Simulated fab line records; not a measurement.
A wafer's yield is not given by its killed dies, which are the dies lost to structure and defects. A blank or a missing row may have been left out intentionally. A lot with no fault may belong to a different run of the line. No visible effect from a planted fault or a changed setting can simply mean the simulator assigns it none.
fab line records	flow sky130
record lots=11	wafers=33	last-day=50
route steps=708 shown METAL4@602 CAP2M@605 VIA4@641 PAD_OPEN@708
lots that met no fault: from a run of the same line without faults
start-h: hours from the record's first day to the start of the lot's first wafer shown	wait-h: how many hours have passed since the lot's step before this one	" as in the row above	L1.1+2: one row covering several wafers at once	- either no value or no given start	* or withheld: withheld	< > ~ a bound
route shown NAME@n: a module of which the file shows steps, and the number in the route of the first	usual: average and standard deviation across the fault-free wafers	same: alike in all rows	chamber/n: place in a boat	sites: readings site by site	_std_site: standard deviation of those values	_edge_site: mean of outer sites minus mean of inner sites	radius-mm: how far each site lies from the wafer's centre	mask NAME#n: copy n	behind: the last tool/chamber to shape the wafer	hold: reason for holding the lot/hours on hold/outcome of the hold	device: the transistor (n, p or np) that didn't switch	end of line: the same wafers' tests at the end of the route	where a step has no rows: the recipe by itself	killed: the dies lost at the first sort to structure and to defects; this is not the yield of the wafer	map: shows each die of a wafer: x if killed, . if not, _ if none is there
set.NAME: the setting the step ran with; set.NAME@STEP: the setting that earlier step ran with	model.NAME: the simulator's own value behind a step, which no gauge read
route steps across a sampled set of lots; one table per step, one row per wafer
services: from which hour (start-h, from the record's first day; less than 0 if before it) a tool's chamber was out of use, for how many hours, and why
## steps
# step SKY_METAL4_SPUTTER_04
# recipe material=TiN	target-thk-nm=70	power-w=6500	time-s=58.3	chamber-pressure-pa=0.4
# usual throttle-valve-pct=30.0/0.94
lot.wafer	tool	chamber	start-h	wait-h	throttle-valve-pct
L575.3	pvd-sputter-02	-	937.07	0.0	30.3
L575.5	"	-	"	"	30.3
L575.6	"	-	"	"	29.4
L576.2	pvd-sputter-01	-	937.39	0.0	31.4
L576.3	"	-	"	"	30.6
L576.5	"	-	"	"	30.4
L577.1	pvd-sputter-02	-	947.39	0.0	29.2
L577.3	"	-	"	"	30.1
L577.4	"	-	"	"	29.6
L578.2	pvd-sputter-01	-	947.71	0.0	30.3
L578.3	"	-	"	"	31.5
L578.4	"	-	"	"	29.8
L588.1	pvd-sputter-04	-	1022.05	0.0	30.7
L588.2	"	-	"	"	28.9
L588.5	"	-	"	"	28.5
L590.1	pvd-sputter-02	-	1035.01	0.0	30.1
L590.2	"	-	"	"	30.4
L590.6	"	-	"	"	28.5
L591.2	pvd-sputter-01	-	1040.44	0.0	31.6
L591.3	"	-	"	"	31.4
L591.6	"	-	"	"	31.7
L592.2	pvd-sputter-04	-	1049.50	0.0	28.8
L592.3	"	-	"	"	31.2
L592.5	"	-	"	"	29.5
L596.1	pvd-sputter-02	-	1070.49	0.0	30.0
L596.2	"	-	"	"	29.8
L596.5	"	-	"	"	29.9
L597.3	pvd-sputter-02	-	1078.64	0.0	29.3
L597.5	"	-	"	"	28.3
L597.6	"	-	"	"	30.4
L598.2	pvd-sputter-04	-	1081.15	0.0	30.6
L598.4	"	-	"	"	29.8
L598.5	"	-	"	"	30.8
# step SKY_CAP2M_SPUTTER_02
# recipe material=TiN	target-thk-nm=200	temp-c=300	power-w=6500	time-s=166.7	chamber-pressure-pa=0.4
# usual susceptor-temp-C=300.01/0.18	throttle-valve-pct=30.1/0.92
lot.wafer	tool	chamber	start-h	wait-h	susceptor-temp-C	throttle-valve-pct
L575.3	pvd-sputter-03	-	937.20	0.0	300.30	29.9
L575.5	"	-	"	"	299.97	28.5
L575.6	"	-	"	"	300.41	30.1
L576.2	pvd-sputter-04	-	937.52	0.0	299.98	31.4
L576.3	"	-	"	"	299.86	30.8
L576.5	"	-	"	"	300.07	30.5
L577.1	pvd-sputter-03	-	947.52	0.1	300.02	28.6
L577.3	"	-	"	"	299.89	30.5
L577.4	"	-	"	"	300.13	30.0
L578.2	pvd-sputter-04	-	947.85	0.0	299.58	29.5
L578.3	"	-	"	"	299.92	31.4
L578.4	"	-	"	"	300.23	28.5
L588.1	pvd-sputter-03	-	1022.18	0.1	299.73	30.4
L588.2	"	-	"	"	299.89	28.7
L588.5	"	-	"	"	299.67	30.0
L590.1	pvd-sputter-03	-	1035.14	0.1	299.73	30.4
L590.2	"	-	"	"	300.01	30.0
L590.6	"	-	"	"	300.21	30.0
L591.2	pvd-sputter-03	-	1040.57	0.0	299.94	29.7
L591.3	"	-	"	"	300.10	30.5
L591.6	"	-	"	"	300.32	30.2
L592.2	pvd-sputter-03	-	1049.63	0.0	300.06	30.1
L592.3	"	-	"	"	299.99	30.4
L592.5	"	-	"	"	300.15	28.8
L596.1	pvd-sputter-01	-	1070.62	0.1	300.23	31.5
L596.2	"	-	"	"	300.21	29.6
L596.5	"	-	"	"	300.15	30.0
L597.3	pvd-sputter-04	-	1078.77	0.0	299.99	28.8
L597.5	"	-	"	"	299.91	30.6
L597.6	"	-	"	"	299.75	31.5
L598.2	pvd-sputter-01	-	1081.28	0.0	299.76	29.8
L598.4	"	-	"	"	299.94	31.3
L598.5	"	-	"	"	299.98	30.3
# step SKY_METAL4_COAT_08
# recipe resist=KrF-thick	spin-rpm=3000	resist-thk-nm=1140
lot.wafer	tool	chamber	start-h	wait-h
L575.3+5+6	litho-track-01	0	973	-
L576.2+3+5	litho-track-02	0	973	-
L577.1+3+4	litho-track-02	0	982	-
L578.2+3+4	litho-track-02	0	983	-
L588.1+2+5	litho-track-04	0	1055	-
L590.1+2+6	litho-track-02	0	1068	-
L591.2+3+6	litho-track-02	0	1073	-
L592.2+3+5	litho-track-04	0	1082	-
L596.1+2+5	litho-track-01	0	1101	-
L597.3+5+6	litho-track-01	0	1109	-
L598.2+4+5	litho-track-04	0	1111	-
# step SKY_METAL4_CD_MEAS_13
# recipe target-cd-nm=300
# usual cd-nm=299.9/1.5
lot.wafer	tool	chamber	start-h	wait-h	cd-nm
L575.3	cd-sem-01	-	985.82	-	298.5
L575.5	"	-	"	"	301.3
L575.6	"	-	"	"	300.0
L576.2	cd-sem-01	-	986.13	-	299.5
L576.3	"	-	"	"	298.5
L576.5	"	-	"	"	297.0
L577.1	cd-sem-02	-	994.45	-	304.3
L577.3	"	-	"	"	302.4
L577.4	"	-	"	"	302.8
L578.2	cd-sem-01	-	994.98	-	305.3
L578.3	"	-	"	"	304.7
L578.4	"	-	"	"	304.2
L588.1	cd-sem-01	-	1065.82	-	298.8
L588.2	"	-	"	"	299.8
L588.5	"	-	"	"	300.5
L590.1	cd-sem-01	-	1079.31	-	298.3
L590.2	"	-	"	"	297.2
L590.6	"	-	"	"	297.9
L591.2	cd-sem-01	-	1084.75	-	300.9
L591.3	"	-	"	"	299.4
L591.6	"	-	"	"	300.3
L592.2	cd-sem-01	-	1092.75	-	300.9
L592.3	"	-	"	"	300.3
L592.5	"	-	"	"	300.8
L596.1	cd-sem-01	-	1111.58	-	299.7
L596.2	"	-	"	"	299.1
L596.5	"	-	"	"	300.2
L597.3	cd-sem-02	-	1119.71	-	300.4
L597.5	"	-	"	"	298.2
L597.6	"	-	"	"	299.9
L598.2	cd-sem-02	-	1121.95	-	299.0
L598.4	"	-	"	"	300.5
L598.5	"	-	"	"	300.2
# step SKY_METAL4_STRIP_19
# recipe chemistry=O2/N2	power-w=1400	pressure-mtorr=1500	platen-temp-c=withheld	o2-flow-sccm=3000	n2-flow-sccm=300	overash-fraction=0.5
# usual chamber-pressure-mTorr=1500.0/1.4	drypump-motor-current-A=5.19/0.23	oes-product-au=0.503/0.0052	strip-time-to-endpoint-s=6.58/0.057
lot.wafer	tool	chamber	start-h	wait-h	chamber-pressure-mTorr	drypump-motor-current-A	oes-product-au	rf-hours-counter-h	strip-time-to-endpoint-s
L575.3	plasma-asher-04	0	986.29	0.1	1500.5	5.11	0.502	-	6.52
L575.5	"	1	"	"	1498.6	5.37	0.497	-	6.50
L575.6	"	0	"	"	1497.5	5.12	0.501	-	6.58
L576.2	plasma-asher-04	1	986.60	0.1	1496.2	5.36	0.509	81	6.58
L576.3	"	1	"	"	1500.4	5.36	0.501	-	6.63
L576.5	"	1	"	"	1498.3	5.36	0.507	-	6.58
L577.1	plasma-asher-04	1	994.93	0.1	1498.6	5.35	0.501	82	6.60
L577.3	"	0	"	"	1500.2	5.11	0.506	-	6.64
L577.4	"	1	"	"	1500.8	5.40	0.505	-	6.65
L578.2	plasma-asher-02	1	995.45	0.1	1499.6	5.66	0.552	120	7.77
L578.3	"	1	"	"	1499.1	5.67	0.551	-	7.78
L578.4	"	0	"	"	1498.0	4.94	0.553	-	7.79
L588.1	plasma-asher-01	1	1066.34	0.1	1498.9	5.02	0.501	67	6.58
L588.2	"	0	"	"	1501.3	5.08	0.494	67	6.43
L588.5	"	0	"	"	1501.2	5.07	0.514	-	6.57
L590.1	plasma-asher-01	0	1079.97	0.3	1498.5	5.08	0.500	68	6.52
L590.2	"	1	"	"	1499.3	5.02	0.507	68	6.60
L590.6	"	1	"	"	1499.5	5.04	0.495	-	6.59
L591.2	plasma-asher-04	0	1085.39	0.2	1499.6	5.11	0.503	93	6.57
L591.3	"	0	"	"	1501.9	5.11	0.499	-	6.55
L591.6	"	1	"	"	1501.6	5.37	0.502	-	6.58
L592.2	plasma-asher-01	1	1093.21	0.1	1501.3	5.03	0.500	70	6.55
L592.3	"	0	"	"	1501.8	5.06	0.507	-	6.55
L592.5	"	1	"	"	1496.6	5.03	0.501	-	6.45
L596.1	plasma-asher-01	1	1112.06	0.1	1499.8	5.03	0.497	71	6.50
L596.2	"	0	"	"	1497.2	5.10	0.507	71	6.50
L596.5	"	0	"	"	1498.4	5.09	0.501	-	6.56
L597.3	plasma-asher-01	1	1120.18	0.1	1500.1	5.03	0.497	-	6.59
L597.5	"	1	"	"	1499.9	5.04	0.503	-	6.63
L597.6	"	0	"	"	1500.7	5.06	0.501	-	6.65
L598.2	plasma-asher-02	1	1122.41	0.1	1501.4	5.66	0.506	5	6.51
L598.4	"	1	"	"	1499.7	5.68	0.510	-	6.49
L598.5	"	0	"	"	1498.3	4.95	0.497	-	6.53
# step SKY_VIA4_CMP_02
# recipe material=SiO2	down-force-psi=4	platen-rpm=60	pad-velocity-m-s=0.94248
# usual edge-zone-pressure-frac=1.000/0.0051	motor-current-A=11.3/0.68	slurry-filter-dp-kPa=13.50/0.12
lot.wafer	tool	chamber	start-h	wait-h	edge-zone-pressure-frac	motor-current-A	slurry-filter-dp-kPa
L575.3	cmp-02	0	987.29	0.1	0.998	10.1	13.47
L575.5	"	2	"	"	1.012	12.0	13.40
L575.6	"	3	"	"	1.002	11.7	13.37
L576.3	cmp-02	1	988.20	0.0	0.999	11.7	13.57
L576.2	"	3	"	"	1.002	11.5	13.60
L576.5	"	1	"	"	1.011	11.1	13.61
L577.3	cmp-02	0	995.88	0.1	1.005	10.7	13.71
L577.4	"	1	"	"	1.004	11.0	13.37
L577.1	"	2	"	"	0.997	11.7	13.49
L578.4	cmp-01	0	996.35	0.0	0.993	12.7	13.60
L578.2	"	1	"	"	0.994	10.3	13.59
L578.3	"	2	"	"	0.994	11.7	13.35
L588.2	cmp-02	2	1067.31	0.1	0.994	11.0	13.45
L588.1	"	0	"	"	0.999	10.9	13.41
L588.5	"	1	"	"	1.009	11.0	13.38
L590.2	cmp-02	1	1080.85	0.1	1.002	10.6	13.36
L590.1	"	2	"	"	1.000	11.9	13.52
L590.6	"	0	"	"	1.005	10.7	13.56
L591.3	cmp-01	3	1086.40	0.2	1.006	12.3	13.68
L591.2	"	2	"	"	1.000	11.9	13.32
L591.6	"	0	"	"	0.994	12.3	13.75
L592.3	cmp-01	3	1094.05	0.0	1.006	12.1	13.53
L592.2	"	0	"	"	1.007	11.9	13.46
L592.5	"	3	"	"	0.992	11.9	13.54
L596.2	cmp-02	3	1112.94	0.1	1.004	11.6	13.79
L596.1	"	0	"	"	1.000	10.8	13.75
L596.5	"	2	"	"	1.002	11.5	13.34
L597.3	cmp-01	1	1121.13	0.2	1.018	10.7	13.46
L597.5	"	2	"	"	1.006	11.1	13.33
L597.6	"	3	"	"	0.998	12.4	13.56
L598.4	cmp-01	0	1123.34	0.1	1.007	12.1	13.40
L598.2	"	1	"	"	1.008	10.0	13.46
L598.5	"	2	"	"	0.999	11.1	13.42
# step SKY_PAD_OPEN_PROBE_99
# usual defect-limited-yield=82.4/2.1	killed_at_M0_to_M3=44/7.3	killed_at_M4_up=3.0/1.9	killed-at-contacts=24/5	killed-at-front-end=16/4.5	killed-at-other=0.3/0.46	killed-dies=87/10	killed-open=47/8.3	killed-short=39/6.4	sort_bin_3_pad_short=0.8/0.43	sort_bin_5_function=10.5/1.6	sort_bin_6_memory=6.3/1.1	sort-n-pass=405/10	sort-yield-pct=82.4/2.1
# same gross-dies=492	killed-at-back-side=0	sort_bin_4_leakage[%]=0	sort_bin_8_speed[%]=0
lot.wafer	tool	chamber	start-h	wait-h	defect-limited-yield[%]	killed_at_M0_to_M3	killed_at_M4_up	killed-at-contacts	killed-at-front-end	killed-at-other	killed-dies	killed-open	killed-short	sort_bin_3_pad_short[%]	sort_bin_5_function[%]	sort_bin_6_memory[%]	sort-n-pass	sort-yield-pct[%]
L575.3	prober-01	-	1081.39	0.2	81.1	47	4	16	26	0	93	46	47	1.2	11.6	6.1	399	81.1
L575.5	prober-01	-	1081.49	0.2	79.9	52	2	30	15	0	99	64	35	0.4	11.8	7.9	393	79.9
L575.6	prober-01	-	1081.54	0.2	79.7	50	6	35	9	0	100	58	42	0.8	11.8	7.7	392	79.7
L576.2	prober-02	-	1082.84	0.1	83.7	38	2	28	12	0	80	42	38	0.8	9.8	5.7	412	83.7
L576.3	prober-02	-	1082.89	0.2	81.5	43	4	16	27	1	91	48	43	0.8	10.6	7.1	401	81.5
L576.5	prober-02	-	1082.99	0.2	81.9	38	1	29	20	1	89	50	39	2.0	8.5	7.5	403	81.9
L577.1	prober-01	-	1088.75	0.1	79.5	47	4	26	23	1	101	47	54	0.6	12.6	7.3	391	79.5
L577.3	prober-01	-	1088.85	0.2	78.3	59	6	27	15	0	107	49	58	1.8	12.6	7.3	385	78.3
L577.4	prober-01	-	1088.90	0.2	82.5	43	2	21	19	1	86	44	42	0.2	10.4	6.9	406	82.5
L578.2	prober-02	-	1090.18	0.1	80.3	52	3	21	21	0	97	52	45	0.8	11.8	7.1	395	80.3
L578.3	prober-02	-	1090.23	0.2	80.7	39	0	37	18	1	95	46	49	0.8	11.0	7.5	397	80.7
L578.4	prober-02	-	1090.28	0.2	86.0	21	3	27	18	0	69	40	29	1.2	8.5	4.3	423	86.0
L588.1	prober-01	-	1150.94	0.1	83.5	38	3	21	19	0	81	41	40	1.0	9.3	6.1	411	83.5
L588.2	prober-01	-	1150.99	0.1	82.5	34	2	30	20	0	86	53	33	0.2	10.4	6.9	406	82.5
L588.5	prober-01	-	1151.14	0.2	84.3	40	2	22	12	1	77	41	36	0.2	10.8	4.7	415	84.3
L590.1	prober-02	-	1162.75	0.1	77.2	51	4	25	32	0	112	68	44	1.6	14.4	6.7	380	77.2
L590.2	prober-02	-	1162.80	0.1	79.1	49	1	32	21	0	103	51	52	1.6	12.8	6.5	389	79.1
L590.6	prober-02	-	1163.00	0.2	81.3	58	5	19	10	0	92	46	46	1.6	10.0	7.1	400	81.3
L591.2	prober-01	-	1166.28	0.1	82.7	47	2	20	15	1	85	54	31	0.4	10.4	6.5	407	82.7
L591.3	prober-01	-	1166.33	0.2	81.5	50	3	26	11	1	91	54	37	1.0	11.0	6.5	401	81.5
L591.6	prober-01	-	1166.48	0.2	80.7	54	1	28	12	0	95	56	39	0.6	11.6	7.1	397	80.7
L592.2	prober-02	-	1173.05	0.1	81.9	45	7	16	21	0	89	47	42	0.8	11.0	6.3	403	81.9
L592.3	prober-02	-	1173.10	0.2	82.7	37	4	22	22	0	85	45	40	1.4	10.2	5.7	407	82.7
L592.5	prober-02	-	1173.20	0.2	84.6	37	4	19	16	0	76	35	41	0.8	9.8	4.9	416	84.6
L596.1	prober-02	-	1189.19	0.1	83.7	45	4	23	8	0	80	40	40	1.6	8.9	5.7	412	83.7
L596.2	prober-02	-	1189.24	0.1	83.3	38	7	20	16	1	82	47	35	1.0	10.0	5.7	410	83.3
L596.5	prober-02	-	1189.39	0.2	84.8	42	6	18	9	0	75	33	42	0.6	6.9	7.7	417	84.8
L597.3	prober-01	-	1195.79	0.2	82.1	45	0	25	18	0	88	47	41	0.8	9.8	7.3	404	82.1
L597.5	prober-01	-	1195.89	0.2	82.9	38	4	21	20	1	84	47	37	1.0	8.3	7.7	408	82.9
L597.6	prober-01	-	1195.94	0.2	78.9	46	2	34	22	0	104	61	43	1.2	13.0	6.9	388	78.9
L598.2	prober-02	-	1197.73	0.1	83.1	43	4	19	17	0	83	51	32	0.6	11.0	5.3	409	83.1
L598.4	prober-02	-	1197.83	0.2	82.5	45	2	28	11	0	86	47	39	1.4	8.1	7.9	406	82.5
L598.5	prober-02	-	1197.88	0.2	80.1	50	3	30	15	0	98	62	36	0.6	11.6	7.7	394	80.1
# killed by level:class
L575.3 VIA1:geometric-particle:open=10 FIELD_ISO:geometric-particle:short=9 VIA1:geometric-particle:short=9 FIELD_ISO:geometric-particle:open=8 METAL2:geometric-particle:short=8 CONTACT:geometric-particle:open=8 POLY_GATE:geometric-particle:short=4 LI_CONTACT:geometric-particle:open=4
L575.5 VIA1:geometric-particle:open=15 CONTACT:geometric-particle:open=13 VIA3:geometric-particle:open=10 LI_CONTACT:geometric-particle:open=8 VIA1:geometric-particle:short=5 CONTACT:geometric-particle:short=5 VIA2:geometric-particle:open=5 FIELD_ISO:geometric-particle:short=4
L575.6 CONTACT:geometric-particle:open=21 VIA1:geometric-particle:open=10 VIA1:geometric-particle:short=10 LI_CONTACT:geometric-particle:open=6 CONTACT:geometric-particle:short=6 VIA2:geometric-particle:open=6 METAL1:geometric-particle:short=5 VIA3:geometric-particle:short=5
L576.2 LI_CONTACT:geometric-particle:open=10 METAL2:geometric-particle:short=8 CONTACT:geometric-particle:open=7 FIELD_ISO:geometric-particle:open=5 VIA2:geometric-particle:open=5 CONTACT:geometric-particle:short=5 METAL1:geometric-particle:short=5 VIA1:geometric-particle:open=5
L576.3 FIELD_ISO:geometric-particle:open=10 CONTACT:geometric-particle:open=10 METAL1:geometric-particle:short=8 POLY_GATE:geometric-particle:short=7 METAL3:geometric-particle:short=6 VIA1:geometric-particle:open=6 VIA3:geometric-particle:open=5 FIELD_ISO:geometric-particle:short=4
L576.5 CONTACT:geometric-particle:open=10 LI_CONTACT:geometric-particle:open=8 VIA1:geometric-particle:open=8 VIA3:geometric-particle:open=6 CONTACT:geometric-particle:short=6 METAL2:geometric-particle:short=5 VIA2:geometric-particle:open=5 POLY_GATE:geometric-particle:short=4
L577.1 VIA1:geometric-particle:short=11 CONTACT:geometric-particle:open=11 FIELD_ISO:geometric-particle:short=8 VIA1:geometric-particle:open=8 VIA2:geometric-particle:short=5 VIA2:geometric-particle:open=5 CONTACT:geometric-particle:short=5 METAL2:geometric-particle:short=5
L577.3 VIA1:geometric-particle:open=12 VIA1:geometric-particle:short=9 CONTACT:geometric-particle:open=8 VIA3:geometric-particle:open=8 METAL1:geometric-particle:short=7 POLY_GATE:geometric-particle:short=6 LI_CONTACT:geometric-particle:short=6 LI_CONTACT:geometric-particle:open=6
L577.4 VIA1:geometric-particle:open=8 LI_CONTACT:geometric-particle:open=6 CONTACT:geometric-particle:open=6 METAL2:geometric-particle:short=6 FIELD_ISO:geometric-particle:short=5 VIA2:geometric-particle:open=5 VIA3:geometric-particle:open=5 POLY_GATE:geometric-particle:open=4
L578.2 VIA1:geometric-particle:open=11 VIA3:geometric-particle:open=9 VIA1:geometric-particle:short=8 CONTACT:geometric-particle:open=7 POLY_GATE:geometric-particle:short=6 POLY_GATE:geometric-particle:open=6 LI_CONTACT:geometric-particle:open=6 METAL2:geometric-particle:short=6
L578.3 CONTACT:geometric-particle:open=15 FIELD_ISO:geometric-particle:short=9 METAL2:geometric-particle:short=9 LI_CONTACT:geometric-particle:open=8 VIA1:geometric-particle:open=8 VIA3:geometric-particle:open=6 CONTACT:geometric-particle:short=5 VIA1:geometric-particle:short=5
L578.4 CONTACT:geometric-particle:open=13 FIELD_ISO:geometric-particle:open=6 LI_CONTACT:geometric-particle:open=6 FIELD_ISO:geometric-particle:short=4 VIA3:geometric-particle:short=4 LOCAL_INTERCONNECT:geometric-particle:short=3 CONTACT:geometric-particle:short=3 VIA1:geometric-particle:short=3
L588.1 VIA1:geometric-particle:open=11 LI_CONTACT:geometric-particle:open=7 FIELD_ISO:geometric-particle:short=6 METAL2:geometric-particle:short=6 VIA2:geometric-particle:open=6 CONTACT:geometric-particle:open=5 VIA1:geometric-particle:short=5 POLY_GATE:geometric-particle:short=4
L588.2 CONTACT:geometric-particle:open=17 POLY_GATE:geometric-particle:open=7 LI_CONTACT:geometric-particle:open=6 VIA1:geometric-particle:open=6 POLY_GATE:geometric-particle:short=5 LOCAL_INTERCONNECT:geometric-particle:short=5 VIA3:geometric-particle:open=5 VIA2:geometric-particle:open=4
L588.5 VIA1:geometric-particle:short=8 POLY_GATE:geometric-particle:open=7 CONTACT:geometric-particle:short=7 CONTACT:geometric-particle:open=7 VIA3:geometric-particle:open=6 VIA1:geometric-particle:open=5 VIA2:geometric-particle:open=5 VIA3:geometric-particle:short=5
L590.1 VIA1:geometric-particle:open=17 LI_CONTACT:geometric-particle:open=11 FIELD_ISO:geometric-particle:short=10 VIA3:geometric-particle:open=10 FIELD_ISO:geometric-particle:open=8 CONTACT:geometric-particle:open=8 VIA1:geometric-particle:short=6 METAL1:geometric-particle:short=6
L590.2 VIA1:geometric-particle:open=11 CONTACT:geometric-particle:open=10 LOCAL_INTERCONNECT:geometric-particle:short=9 METAL1:geometric-particle:short=8 POLY_GATE:geometric-particle:open=7 METAL2:geometric-particle:short=7 LI_CONTACT:geometric-particle:open=5 VIA3:geometric-particle:short=5
L590.6 LI_CONTACT:geometric-particle:open=9 METAL1:geometric-particle:short=9 VIA1:geometric-particle:open=9 VIA3:geometric-particle:open=9 METAL2:geometric-particle:short=7 VIA1:geometric-particle:short=7 VIA2:geometric-particle:open=6 CONTACT:geometric-particle:open=4
L591.2 CONTACT:geometric-particle:open=12 VIA3:geometric-particle:open=12 VIA1:geometric-particle:open=9 VIA1:geometric-particle:short=7 METAL2:geometric-particle:short=6 LI_CONTACT:geometric-particle:open=5 POLY_GATE:geometric-particle:open=4 FIELD_ISO:geometric-particle:short=3
L591.3 VIA1:geometric-particle:open=10 VIA2:geometric-particle:open=10 CONTACT:geometric-particle:short=7 CONTACT:geometric-particle:open=7 METAL1:geometric-particle:short=7 VIA3:geometric-particle:open=7 LI_CONTACT:geometric-particle:open=6 VIA1:geometric-particle:short=5
L591.6 CONTACT:geometric-particle:open=12 VIA1:geometric-particle:open=12 VIA3:geometric-particle:open=9 VIA2:geometric-particle:open=7 METAL1:geometric-particle:short=6 VIA1:geometric-particle:short=6 LI_CONTACT:geometric-particle:open=5 VIA3:geometric-particle:short=4
L592.2 VIA1:geometric-particle:open=10 CONTACT:geometric-particle:open=10 METAL2:geometric-particle:short=8 METAL4:geometric-particle:short=7 POLY_GATE:geometric-particle:open=7 METAL1:geometric-particle:short=6 FIELD_ISO:geometric-particle:short=5 VIA2:geometric-particle:open=4
L592.3 FIELD_ISO:geometric-particle:open=10 VIA2:geometric-particle:open=9 METAL1:geometric-particle:short=9 FIELD_ISO:geometric-particle:short=6 CONTACT:geometric-particle:short=6 CONTACT:geometric-particle:open=6 VIA1:geometric-particle:open=5 VIA1:geometric-particle:short=5
L592.5 METAL2:geometric-particle:short=8 VIA1:geometric-particle:open=7 CONTACT:geometric-particle:short=6 LI_CONTACT:geometric-particle:open=5 LOCAL_INTERCONNECT:geometric-particle:short=5 VIA1:geometric-particle:short=5 METAL3:geometric-particle:short=5 POLY_GATE:geometric-particle:open=4
L596.1 METAL2:geometric-particle:short=9 VIA3:geometric-particle:open=9 VIA1:geometric-particle:open=8 CONTACT:geometric-particle:open=7 METAL1:geometric-particle:short=6 LI_CONTACT:geometric-particle:open=5 FIELD_ISO:geometric-particle:open=4 LOCAL_INTERCONNECT:geometric-particle:short=4
L596.2 CONTACT:geometric-particle:open=11 VIA2:geometric-particle:open=9 FIELD_ISO:geometric-particle:open=7 VIA1:geometric-particle:open=6 METAL4:geometric-particle:short=6 FIELD_ISO:geometric-particle:short=4 METAL1:geometric-particle:short=4 METAL2:geometric-particle:short=4
L596.5 CONTACT:geometric-particle:open=10 VIA1:geometric-particle:open=8 METAL1:geometric-particle:short=6 METAL2:geometric-particle:short=6 POLY_GATE:geometric-particle:short=5 METAL4:geometric-particle:short=5 CONTACT:geometric-particle:short=4 VIA1:geometric-particle:short=4
L597.3 VIA1:geometric-particle:open=10 LI_CONTACT:geometric-particle:open=8 VIA2:geometric-particle:open=8 POLY_GATE:geometric-particle:open=7 LOCAL_INTERCONNECT:geometric-particle:short=7 VIA3:geometric-particle:open=6 POLY_GATE:geometric-particle:short=5 VIA1:geometric-particle:short=5
L597.5 FIELD_ISO:geometric-particle:open=8 CONTACT:geometric-particle:open=8 VIA1:geometric-particle:open=8 LI_CONTACT:geometric-particle:open=6 METAL1:geometric-particle:short=6 VIA2:geometric-particle:open=6 POLY_GATE:geometric-particle:short=5 LOCAL_INTERCONNECT:geometric-particle:short=4
L597.6 CONTACT:geometric-particle:open=12 VIA1:geometric-particle:open=11 VIA3:geometric-particle:open=8 CONTACT:geometric-particle:short=7 VIA1:geometric-particle:short=7 FIELD_ISO:geometric-particle:open=6 LI_CONTACT:geometric-particle:open=6 VIA2:geometric-particle:open=6
L598.2 VIA1:geometric-particle:open=10 LI_CONTACT:geometric-particle:open=8 FIELD_ISO:geometric-particle:open=6 POLY_GATE:geometric-particle:short=6 VIA3:geometric-particle:open=6 CONTACT:geometric-particle:open=5 METAL3:geometric-particle:short=5 METAL1:geometric-particle:short=4
L598.4 LI_CONTACT:geometric-particle:open=12 VIA1:geometric-particle:open=8 VIA3:geometric-particle:open=6 CONTACT:geometric-particle:open=6 METAL1:geometric-particle:short=6 METAL2:geometric-particle:open=5 VIA1:geometric-particle:short=5 FIELD_ISO:geometric-particle:open=4
L598.5 CONTACT:geometric-particle:open=17 VIA1:geometric-particle:open=11 VIA2:geometric-particle:open=10 METAL1:geometric-particle:short=8 LI_CONTACT:geometric-particle:open=6 VIA1:geometric-particle:short=6 FIELD_ISO:geometric-particle:open=5 METAL2:geometric-particle:short=4
## services
tool	chamber	start-h	hours	kind
cmp-01	-	915.50	4.0	pm
plasma-asher-01	-	916.76	1.6	repair
pvd-sputter-02	-	919.71	5.0	repair
pvd-sputter-04	-	923.89	1.2	repair
cmp-01	-	930.78	3.3	repair
plasma-asher-04	-	934.71	3.2	repair
pvd-sputter-02	-	938.01	8.6	repair
cmp-02	-	947.66	2.0	repair
pvd-sputter-04	-	980.78	1.0	repair
cmp-01	-	982.39	12.0	repair
cmp-01	-	998.73	6.5	pm
plasma-asher-01	-	1012.34	2.8	pm
cmp-02	-	1018.18	8.7	pm
cmp-01	-	1023.97	0.7	repair
pvd-sputter-04	-	1032.28	4.2	repair
pvd-sputter-01	-	1036.32	1.5	repair
pvd-sputter-03	-	1061.05	2.2	repair
cmp-01	-	1066.92	0.9	repair
cmp-02	-	1084.23	4.0	pm
pvd-sputter-04	-	1084.49	12.0	repair
cmp-01	-	1086.88	1.4	repair
cmp-02	-	1097.61	1.1	repair
cmp-01	-	1106.48	3.3	repair
pvd-sputter-04	-	1116.76	1.1	repair
## key
first-sign step=SKY_METAL4_CD_MEAS_13	reading=cd-nm	direction=up	sigmas=3.3	usual=299.9	struck=304.8
effect step=SKY_METAL4_STRIP_19	reading=strip-time-to-endpoint-s	direction=up	sigmas=21	usual=*	struck=*
met-at SKY_METAL4_COAT_08
struck-lots L578
not-acting-at SKY_METAL4_SPUTTER_04,SKY_CAP2M_SPUTTER_02,SKY_VIA4_CMP_02
onset-between 982 983
fault kind=process-parameter-drift	tool=litho-track-02	chamber=-	onset-h=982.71	steps=SKY_METAL4_COAT_08	channel=resist-thk-nm	offset=121.58	shape=step	end-h=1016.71	acts-in=these-recipes-only	stated=1140
